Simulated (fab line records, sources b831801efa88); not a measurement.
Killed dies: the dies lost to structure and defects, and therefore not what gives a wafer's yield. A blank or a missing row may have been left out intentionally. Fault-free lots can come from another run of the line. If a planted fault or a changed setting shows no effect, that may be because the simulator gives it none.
fab line records ; flow gf180mcu
record: lots: 12; wafers: 33; lastDay: 34
route steps=602 shown VT_IMPLANT@132 POLY_GATE@167 HV_LDD@234 PSD@261 NSD@262
lots that met no fault: taken from a fault-free run of the same line
startH: hours from the record's opening day to when the first of the lot's shown wafers began ; waitH: how many hours have passed since the lot's step before this one ; " as in the row above ; L1.1+2: several wafers, shown together as one row ; - value missing, or start not given ; * or withheld: withheld ; < > ~ a bound
route shown NAME@n: names a module that has steps shown in the file, with the first one's number in the route ; usual: mean and standard deviation over wafers with no fault ; same: alike in all rows ; chamber/n: place in a boat ; sites: the reading at each site ; _std_site: standard deviation across them ; _edge_site: mean of outer sites minus mean of inner sites ; radiusMm: how far each site lies from the wafer's centre ; mask NAME#n: copy n ; behind: the tool/chamber that last shaped the wafer ; hold: what put the lot on hold/how long, in hours/how the hold closed ; device: the transistor (n, p or np) that didn't switch ; end of line: the tests these same wafers got at the end of their route ; a step given without rows: its recipe and nothing more ; killed: dies that structure and defects cost at the first sort, which is not the same as the wafer's yield ; map: shows each die of a wafer: x if killed, . if not, _ if none is there
set.NAME: the setting that was run; set.NAME@STEP: the one run at that earlier step ; model.NAME: the simulator's own value behind a step, which no gauge read
a sample of lots followed through the steps of the route, with each step as a table and each wafer as a row
services: from which hour (startH, from the record's first day; less than 0 if before it) a tool's chamber was out of use, for how many hours, and why
== steps ==
step: GF_VT_IMPLANT_STRIP_42
recipe: chemistry: O2/N2; powerW: 1400; pressureMtorr: 1500; platenTempC: 250; o2FlowSccm: 3000; n2FlowSccm: 300; overashFraction: 0.5
usual: drypumpMotorCurrentA: 5.9/0.49; heaterPowerW: 331/33; oesProductAu: 0.716/0.0044; stripTimeToEndpointS: 12.63/0.036
lot.wafer;tool;chamber;startH;waitH;drypumpMotorCurrentA;heaterPowerW;oesProductAu;rfHoursCounterH;stripTimeToEndpointS
L106.3;plasmaAsher-02;0;154.13;0.1;6.5;391;0.714;-;12.60
L106.5;plasmaAsher-02;0;154.13;0.1;6.5;386;0.715;-;12.59
L106.6;plasmaAsher-02;1;154.13;0.1;5.5;293;0.710;-;12.58
L107.2;plasmaAsher-02;0;160.55;0.1;6.5;384;0.709;4;12.50
L107.3;plasmaAsher-02;0;160.55;0.1;6.5;385;0.719;-;12.60
L107.5;plasmaAsher-02;0;160.55;0.1;6.5;387;0.711;-;12.52
L109.1;plasmaAsher-01;0;176.28;0.1;6.4;287;0.718;54;12.62
L109.2;plasmaAsher-01;1;176.28;0.1;6.1;325;0.714;54;12.60
L109.5;plasmaAsher-01;0;176.28;0.1;6.4;291;0.715;-;12.63
L117.1;plasmaAsher-04;0;231.25;0.1;5.8;351;0.715;44;12.63
L117.2;plasmaAsher-04;1;231.25;0.1;5.1;326;0.711;44;12.59
L118.1;plasmaAsher-04;1;236.78;0.1;5.1;324;0.718;44;12.61
L118.2;plasmaAsher-04;0;236.78;0.1;5.8;351;0.723;44;12.63
L119.2;plasmaAsher-01;0;244.94;0.1;6.4;293;0.708;61;12.55
L119.3;plasmaAsher-01;1;244.94;0.1;6.1;331;0.713;-;12.61
L124.1;plasmaAsher-04;1;285.08;0.1;5.1;333;0.715;49;12.66
L124.2;plasmaAsher-04;0;285.08;0.1;5.8;357;0.715;49;12.65
L124.4;plasmaAsher-04;1;285.08;0.1;5.0;339;0.714;-;12.66
L125.3;plasmaAsher-02;1;291.97;0.1;5.5;299;0.713;-;12.65
L125.5;plasmaAsher-02;0;291.97;0.1;6.5;390;0.716;-;12.64
L125.6;plasmaAsher-02;1;291.97;0.1;5.5;301;0.719;-;12.65
L126.2;plasmaAsher-02;0;293.33;0.1;6.5;391;0.719;18;12.60
L126.3;plasmaAsher-02;1;293.33;0.1;5.5;299;0.717;-;12.56
L126.6;plasmaAsher-02;1;293.33;0.1;5.5;290;0.709;-;12.58
L127.1;plasmaAsher-02;0;296.54;0.1;6.5;386;0.718;19;12.63
L127.4;plasmaAsher-02;0;296.54;0.1;6.5;393;0.718;-;12.61
L127.6;plasmaAsher-02;1;296.54;0.1;5.5;297;0.721;-;12.67
L128.1;plasmaAsher-01;0;311.34;0.1;6.4;300;0.712;68;12.63
L128.2;plasmaAsher-01;1;311.34;0.1;6.1;335;0.722;68;12.64
L128.6;plasmaAsher-01;1;311.34;0.1;6.1;324;0.706;-;12.63
L129.1;plasmaAsher-01;0;321.54;0.1;6.4;298;0.718;70;12.64
L129.2;plasmaAsher-01;1;321.54;0.1;6.1;325;0.719;70;12.72
L129.4;plasmaAsher-01;1;321.54;0.1;6.1;336;0.721;-;12.61
step: GF_POLY_GATE_CD_MEAS_10
recipe: targetCdNm: 280
usual: cdNm: 279.8/1.1
lot.wafer;tool;chamber;startH;waitH;cdNm
L106.3;cdSem-02;-;192.40;0.1;279.9
L106.5;cdSem-02;-;192.40;0.1;279.8
L106.6;cdSem-02;-;192.40;0.1;278.0
L107.2;cdSem-01;-;203.51;0.1;279.5
L107.3;cdSem-01;-;203.51;0.1;280.2
L107.5;cdSem-01;-;203.51;0.1;281.2
L109.1;cdSem-01;-;215.01;0.1;278.6
L109.2;cdSem-01;-;215.01;0.1;279.3
L109.5;cdSem-01;-;215.01;0.1;278.9
L117.1;cdSem-02;-;274.70;0.1;281.3
L117.2;cdSem-02;-;274.70;0.1;280.3
L118.1;cdSem-01;-;279.56;0.1;280.1
L118.2;cdSem-01;-;279.56;0.1;278.2
L119.2;cdSem-02;-;293.07;0.1;280.2
L119.3;cdSem-02;-;293.07;0.1;279.4
L124.1;cdSem-02;-;333.45;0.1;278.1
L124.2;cdSem-02;-;333.45;0.1;276.3
L124.4;cdSem-02;-;333.45;0.1;278.5
L126.2;cdSem-01;-;341.23;0.1;279.7
L126.3;cdSem-01;-;341.23;0.1;279.4
L126.6;cdSem-01;-;341.23;0.1;280.0
L125.3;cdSem-02;-;341.24;0.1;281.0
L125.5;cdSem-02;-;341.24;0.1;280.9
L125.6;cdSem-02;-;341.24;0.1;281.2
L127.1;cdSem-02;-;343.30;0.1;281.6
L127.4;cdSem-02;-;343.30;0.1;281.5
L127.6;cdSem-02;-;343.30;0.1;281.1
L128.1;cdSem-01;-;360.65;0.1;278.1
L128.2;cdSem-01;-;360.65;0.1;281.1
L128.6;cdSem-01;-;360.65;0.1;281.1
L129.1;cdSem-01;-;370.04;0.1;280.7
L129.2;cdSem-01;-;370.04;0.1;280.2
L129.4;cdSem-01;-;370.04;0.1;279.8
step: GF_HV_LDD_ETCHBACK_58
recipe: chemistry: CH3F/O2; target: Si3N4; stopOn: SiO2; sourceW: 400; biasW: 80; pressureMtorr: 25; ch3fFlowSccm: 40; O2_flow_sccm: 30; timeS: 100; targetDepthA: 900
usual: drypumpMotorCurrentA: 5.6/0.52; oesProductAu: 0.843/0.0071; throttleValvePct: 10.561/0.0088
lot.wafer;tool;chamber;startH;waitH;drypumpMotorCurrentA;oesProductAu;rfHoursCounterH;throttleValvePct
L106.3;rieDiel-04;1;271.47;0.0;5.6;0.838;72;10.564
L106.5;rieDiel-04;1;271.47;0.0;5.6;0.838;-;10.555
L106.6;rieDiel-04;2;271.47;0.0;4.9;0.846;-;10.561
L107.2;rieDiel-02;3;285.18;0.0;5.5;0.824;129;10.565
L107.3;rieDiel-02;1;285.18;0.0;5.3;0.830;92;10.561
L107.5;rieDiel-02;2;285.18;0.0;5.9;0.834;-;10.565
L109.1;rieDiel-04;2;298.01;0.1;4.9;0.835;5;10.562
L109.2;rieDiel-04;3;298.01;0.1;5.3;0.845;48;10.564
L109.5;rieDiel-04;0;298.01;0.1;5.6;0.849;-;10.571
L117.1;rieDiel-01;0;364.40;0.1;5.2;0.856;4;10.563
L117.2;rieDiel-01;3;364.40;0.1;6.4;0.844;6;10.565
L118.1;rieDiel-04;0;369.63;0.1;5.6;0.836;4;10.549
L118.2;rieDiel-04;2;369.63;0.1;4.9;0.839;7;10.562
L119.2;rieDiel-04;1;385.81;0.0;5.6;0.845;75;10.569
L119.3;rieDiel-04;2;385.81;0.0;4.9;0.851;8;10.566
L124.1;rieDiel-02;0;432.12;0.1;6.1;0.842;84;10.573
L124.2;rieDiel-02;2;432.12;0.1;5.9;0.847;0;10.562
L124.4;rieDiel-02;3;432.12;0.1;5.5;0.848;1;10.570
L125.3;rieDiel-01;1;437.53;0.0;4.8;0.846;25;10.577
L125.5;rieDiel-01;2;437.53;0.0;6.5;0.844;-;10.581
L125.6;rieDiel-01;1;437.53;0.0;4.8;0.841;-;10.554
L126.2;rieDiel-04;3;438.78;0.0;5.3;0.837;51;10.543
L126.3;rieDiel-04;1;438.78;0.0;5.6;0.849;76;10.566
L126.6;rieDiel-04;1;438.78;0.0;5.6;0.849;-;10.576
L127.1;rieDiel-04;0;441.29;0.1;5.6;0.847;5;10.556
L127.4;rieDiel-04;1;441.29;0.1;5.6;0.848;76;10.574
L127.6;rieDiel-04;3;441.29;0.1;5.3;0.849;-;10.557
L128.1;rieDiel-01;0;459.35;0.1;5.3;0.856;7;10.562
L128.2;rieDiel-01;1;459.35;0.1;4.8;0.834;26;10.569
L128.6;rieDiel-01;2;459.35;0.1;6.5;0.837;-;10.574
L129.1;rieDiel-01;1;473.78;0.1;4.9;0.853;27;10.556
L129.2;rieDiel-01;2;473.78;0.1;6.5;0.855;7;10.575
L129.4;rieDiel-01;3;473.78;0.1;6.4;0.857;9;10.561
step: GF_PSD_RTA_13
recipe: tempC: 1025; timeS: 20; ambient: N2
usual: lampPowerPct: 34.3/0.33; runLengthS: 49.5/0.87; wafer_temp_C_max: 1029.6/1.1
lot.wafer;tool;chamber;startH;waitH;lampPowerPct;runLengthS;wafer_temp_C_max
L106.3;rtpAnneal-01;0;312.90;0.0;34.7;49.2;1029.7
L106.5;rtpAnneal-01;0;312.90;0.0;34.7;48.8;1029.2
L106.6;rtpAnneal-01;0;312.90;0.0;34.7;48.8;1030.2
L107.2;rtpAnneal-01;0;327.64;0.0;34.6;49.0;1028.6
L107.3;rtpAnneal-01;0;327.64;0.0;34.7;48.8;1031.3
L107.5;rtpAnneal-01;0;327.64;0.0;34.7;49.0;1031.4
L109.1;rtpAnneal-02;0;340.47;0.0;34.0;50.6;1030.5
L109.2;rtpAnneal-02;0;340.47;0.0;34.0;50.6;1031.2
L109.5;rtpAnneal-02;0;340.47;0.0;34.0;50.5;1028.5
L117.1;rtpAnneal-02;0;409.27;0.0;34.0;59.1;1028.4
L117.2;rtpAnneal-02;0;409.27;0.0;34.0;59.2;1028.3
L118.1;rtpAnneal-02;0;416.52;0.0;34.0;59.0;1030.0
L118.2;rtpAnneal-02;0;416.52;0.0;34.0;59.0;1029.3
L119.2;rtpAnneal-02;0;433.20;0.0;34.0;59.1;1028.8
L119.3;rtpAnneal-02;0;433.20;0.0;34.0;50.5;1030.1
L124.1;rtpAnneal-01;0;480.37;0.0;34.6;49.0;1029.8
L124.2;rtpAnneal-01;0;480.37;0.0;34.7;49.0;1029.2
L124.4;rtpAnneal-01;0;480.37;0.0;34.7;49.0;1030.2
L125.3;rtpAnneal-01;0;486.05;0.0;34.7;49.0;1030.4
L125.5;rtpAnneal-01;0;486.05;0.0;34.7;48.9;1030.9
L125.6;rtpAnneal-01;0;486.05;0.0;34.7;49.4;1030.2
L126.2;rtpAnneal-02;0;487.88;0.0;34.0;48.6;1028.6
L126.3;rtpAnneal-02;0;487.88;0.0;34.0;48.0;1028.1
L126.6;rtpAnneal-02;0;487.88;0.0;34.0;48.2;1030.2
L127.1;rtpAnneal-01;0;489.87;0.0;34.7;49.1;1029.3
L127.4;rtpAnneal-01;0;489.87;0.0;34.7;48.8;1028.5
L127.6;rtpAnneal-01;0;489.87;0.0;34.7;48.9;1030.7
L128.1;rtpAnneal-02;0;507.00;0.0;34.0;48.0;1029.9
L128.2;rtpAnneal-02;0;507.00;0.0;34.0;48.1;1030.8
L128.6;rtpAnneal-02;0;507.00;0.0;34.0;48.0;1029.2
L129.1;rtpAnneal-02;0;520.62;0.0;34.0;48.4;1029.8
L129.2;rtpAnneal-02;0;520.62;0.0;34.0;47.9;1029.3
L129.4;rtpAnneal-02;0;520.62;0.0;34.0;48.1;1028.3
step: GF_PSD_RS_MEAS_14
recipe: thkMeasGauge: four-point-probe
usual: NSD_RS: 46.18/0.075
lot.wafer;tool;chamber;startH;waitH;NSD_RS[ohm/sq]
L106.3;filmMetro-01;-;313.00;0.1;46.29
L106.5;filmMetro-01;-;313.00;0.1;46.17
L106.6;filmMetro-01;-;313.00;0.1;46.14
L107.2;filmMetro-04;-;327.73;0.1;46.20
L107.3;filmMetro-04;-;327.73;0.1;46.28
L107.5;filmMetro-04;-;327.73;0.1;46.15
L109.1;filmMetro-01;-;340.64;0.1;46.21
L109.2;filmMetro-01;-;340.64;0.1;46.10
L109.5;filmMetro-01;-;340.64;0.1;46.22
L117.1;filmMetro-01;-;409.44;0.1;44.45
L117.2;filmMetro-01;-;409.44;0.1;44.36
L118.1;filmMetro-02;-;416.69;0.1;44.32
L118.2;filmMetro-02;-;416.69;0.1;44.46
L119.2;filmMetro-01;-;433.35;0.1;44.39
L119.3;filmMetro-01;-;433.35;0.1;46.13
L124.1;filmMetro-02;-;480.45;0.1;46.20
L124.2;filmMetro-02;-;480.45;0.1;46.09
L124.4;filmMetro-02;-;480.45;0.1;46.27
L125.3;filmMetro-02;-;486.15;0.1;46.31
L125.5;filmMetro-02;-;486.15;0.1;46.11
L125.6;filmMetro-02;-;486.15;0.1;46.17
L126.2;filmMetro-02;-;487.97;0.1;46.30
L126.3;filmMetro-02;-;487.97;0.1;46.04
L126.6;filmMetro-02;-;487.97;0.1;46.31
L127.1;filmMetro-02;-;490.06;0.2;46.13
L127.4;filmMetro-02;-;490.06;0.2;46.19
L127.6;filmMetro-02;-;490.06;0.2;46.13
L128.1;filmMetro-04;-;507.08;0.1;46.25
L128.2;filmMetro-04;-;507.08;0.1;46.18
L128.6;filmMetro-04;-;507.08;0.1;46.13
L129.1;filmMetro-04;-;520.70;0.1;46.25
L129.2;filmMetro-04;-;520.70;0.1;46.21
L129.4;filmMetro-04;-;520.70;0.1;46.10
step: GF_PSD_RS_MEAS_15
recipe: thkMeasGauge: four-point-probe
usual: PSD_RS: 108.67/0.24
lot.wafer;tool;chamber;startH;waitH;PSD_RS[ohm/sq]
L106.3;filmMetro-01;-;313.12;0.1;108.66
L106.5;filmMetro-01;-;313.12;0.1;108.82
L106.6;filmMetro-01;-;313.12;0.1;108.74
L107.2;filmMetro-04;-;327.85;0.1;108.36
L107.3;filmMetro-04;-;327.85;0.1;108.98
L107.5;filmMetro-04;-;327.85;0.1;108.61
L109.1;filmMetro-01;-;340.76;0.1;108.58
L109.2;filmMetro-01;-;340.76;0.1;108.21
L109.5;filmMetro-01;-;340.76;0.1;108.83
L117.1;filmMetro-01;-;409.56;0.1;104.08
L117.2;filmMetro-01;-;409.56;0.1;104.37
L118.1;filmMetro-02;-;416.81;0.1;104.76
L118.2;filmMetro-02;-;416.81;0.1;105.01
L119.2;filmMetro-01;-;433.47;0.1;104.69
L119.3;filmMetro-01;-;433.47;0.1;108.67
L124.1;filmMetro-02;-;480.57;0.1;108.49
L124.2;filmMetro-02;-;480.57;0.1;108.39
L124.4;filmMetro-02;-;480.57;0.1;108.58
L125.3;filmMetro-02;-;486.27;0.1;108.68
L125.5;filmMetro-02;-;486.27;0.1;108.52
L125.6;filmMetro-02;-;486.27;0.1;108.71
L126.2;filmMetro-02;-;488.09;0.1;108.59
L126.3;filmMetro-02;-;488.09;0.1;108.39
L126.6;filmMetro-02;-;488.09;0.1;109.12
L127.1;filmMetro-02;-;490.18;0.1;108.66
L127.4;filmMetro-02;-;490.18;0.1;108.97
L127.6;filmMetro-02;-;490.18;0.1;109.25
L128.1;filmMetro-04;-;507.20;0.1;108.36
L128.2;filmMetro-04;-;507.20;0.1;108.46
L128.6;filmMetro-04;-;507.20;0.1;108.52
L129.1;filmMetro-04;-;520.82;0.1;108.72
L129.2;filmMetro-04;-;520.82;0.1;108.90
L129.4;filmMetro-04;-;520.82;0.1;108.53
== services ==
tool;chamber;startH;hours;kind
rieDiel-01;-;141.58;0.1;repair
rtpAnneal-02;-;141.84;3.4;pm
rieDiel-01;2;143.41;16.4;repair
rieDiel-01;3;177.43;8.2;repair
rieDiel-01;2;184.50;5.7;repair
rieDiel-04;1;184.59;28.1;repair
rieDiel-04;0;191.77;3.7;repair
rieDiel-01;1;222.00;10.8;repair
rieDiel-04;0;233.75;5.5;repair
rieDiel-04;2;275.96;6.7;repair
rieDiel-01;2;282.74;12.1;repair
rieDiel-01;0;284.46;10.9;repair
plasmaAsher-01;-;288.54;0.9;repair
rieDiel-04;0;289.29;3.8;repair
plasmaAsher-02;-;297.51;0.6;repair
rieDiel-01;3;297.57;5.7;repair
plasmaAsher-02;-;315.76;1.6;repair
plasmaAsher-02;-;325.43;2.8;pm
rieDiel-01;1;360.64;4.5;repair
plasmaAsher-01;-;421.25;9.0;pm
rieDiel-04;0;469.11;2.1;repair
rieDiel-04;-;491.78;2.8;pm
rieDiel-01;0;496.06;11.2;repair
rtpAnneal-02;-;503.02;0.9;pm
== key ==
firstSign: step: GF_PSD_RTA_13; reading: runLengthS; direction: up; sigmas: 11; usual: *; struck: *
effect: step: GF_PSD_RS_MEAS_14; reading: NSD_RS; direction: down; sigmas: 24; usual: 46.18; struck: 44.39
effect: step: GF_PSD_RS_MEAS_15; reading: PSD_RS; direction: down; sigmas: 17; usual: 108.67; struck: 104.58
metAt GF_PSD_RTA_13
struckLots L117,L118,L119
struckWafers L117.1,L117.2,L118.1,L118.2,L119.2
testerLeftOut L117,L118,L119
notActingAt GF_VT_IMPLANT_STRIP_42,GF_POLY_GATE_CD_MEAS_10,GF_HV_LDD_ETCHBACK_58
onsetBetween 340.47 409.27
fault: kind: processParameterDrift; tool: rtpAnneal-02; chamber: -; onsetH: 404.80; steps: GF_PSD_RTA_13; channel: timeS; offset: *; shape: step; endH: 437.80; scope: struckWafersOnly; actsIn: *; stated: *
testerLeftOut: of these lots the tester's yield and bins aren't shown, on N5 and GAA mostly nor the transistor test; their killed dies are dies lost to structure and defects alone, not to doping, threshold or leakage, so they don't give the yield
